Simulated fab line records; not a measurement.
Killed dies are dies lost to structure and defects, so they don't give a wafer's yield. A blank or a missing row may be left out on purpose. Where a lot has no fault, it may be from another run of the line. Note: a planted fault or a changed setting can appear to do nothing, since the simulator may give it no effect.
A lot that was struck, set against a sound lot | flow gf180mcu | 16 steps out of a route of 602
Sound: wafers L669.1, L669.4, L669.6. Wafers struck: L672.2, L672.5, L672.6. The cause is named last.
Order at every step that has rows: each side's tool, ch and its chambers, its first start. Under that, the readings that differ: sound wafers | struck wafers | difference of the means | sigmas: that difference in standard deviations of wafers without a fault.
alike: readings with means less than 2 such deviations apart, plus words and numbers identical on both sides. not compared: withheld readings, readings lacking a value on some wafer, bounds such as >300 that could conceal the same value, and numbers that have no deviation in the record and whose values overlap.
A row with sigmas, a row that says differs or no value, or rows on one side alone: a step with any of these is where the two part. Numbers that have no deviation but don't overlap get no sigmas and don't part them. A reading that every wafer of one side lacks parts them only if that side has two wafers or more.

first, 1 step without rows for these wafers: GF_TOP_METAL_CLEAN_19 (cleans in DIW).
GF_PASSIVATION_CVD_00: deposits SiO2 from TEOS, target thk 1000 nm, time 111.95 s.
  sound on pecvd-01 ch 0,1, day 29 16:11; struck on pecvd-04 ch 0,2, day 30 16:49
  alike: heater-power-w, rf-fwd-power-W
GF_PASSIVATION_THK_MEAS_01:
  sound: film-metro-03 at day 29 16:16; struck: film-metro-04 at day 30 16:55
  alike: PASSIVATION_CVD_00_THK
GF_PASSIVATION_CVD_02: deposits Si3N4, target thk 700 nm, time 486.18 s.
  sound on pecvd-03 ch 0,1,2, day 29 16:19; struck on pecvd-01 ch 0,1, day 30 16:58
  alike: heater-power-w, rf-fwd-power-W
GF_PASSIVATION_THK_MEAS_03:
  sound: film-metro-02 at day 29 16:37; struck: film-metro-04 at day 30 17:16
  alike: PASSIVATION_CVD_02_THK
then, 7 steps without rows for these wafers: GF_PASSIVATION_DEHYDRATE_04 (time 60 s); GF_PASSIVATION_HMDS_05 (prime time 60 s); GF_PASSIVATION_COAT_06 (resist thk 4000 nm); GF_PASSIVATION_SOFTBAKE_07; GF_PASSIVATION_EXPOSE_08 (exposes mask Pad, target cd 40000 nm); GF_PASSIVATION_PEB_09; GF_PASSIVATION_DEVELOP_10 (develop time 60 s).
GF_PASSIVATION_ETCH_11: etches the open film in CF4/O2, stops on TiN, target depth 2040 nm, time 453.3 s.
  sound on rie-diel-04 ch 0,2, day 30 11:10; struck on rie-diel-01 ch 1,2,3, day 31 10:49
  reading                                       | sound             | struck            | difference | sigmas
  oes-product-au (a.u.)                         | 0.995 0.994 0.995 | 0.923 0.925 0.916 | -0.073     | -10
  run-length-s (s)                              | 481.4 482.3 482.1 | 543.5 544.3 543.1 | +61.7      | +99 or more
  throttle-valve-pct (%)                        | 5.974 5.971 5.960 | 5.939 5.941 5.942 | -0.028     | -3
  model.coat_of_PASSIVATION_COAT_06.thk-nm (nm) | 2642 2638 2636    | 2430 2429 2471    | -195       |
  alike: drypump-motor-current-A, rf-fwd-power-W
  not compared: rf-hours-counter-h
GF_PASSIVATION_STRIP_12: strips in O2/N2.
  sound on plasma-asher-03 ch 0,1, day 30 11:26; struck on plasma-asher-02 ch 0,1, day 31 11:05
  reading                      | sound          | struck         | difference | sigmas
  strip-time-to-endpoint-s (s) | 33.0 32.9 32.9 | 30.5 30.5 31.0 | -2.3       | -7
  alike: drypump-motor-current-A, heater-power-w, n2-flow-sccm, oes-product-au
  not compared: rf-hours-counter-h
then, 1 step without rows for these wafers: GF_PASSIVATION_ANNEAL_13 (time 1800 s).
GF_PASSIVATION_PROBE_99:
  the record has rows for the sound wafers here (prober-02, day 30 13:10) and none for the struck ones

## WHERE THEY PART
Last at GF_PASSIVATION_PROBE_99 as far as this record goes, first at GF_PASSIVATION_ETCH_11.

WHY: what the simulator had put in
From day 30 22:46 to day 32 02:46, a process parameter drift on rie-diel-01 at GF_PASSIVATION_ETCH_11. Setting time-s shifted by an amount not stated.
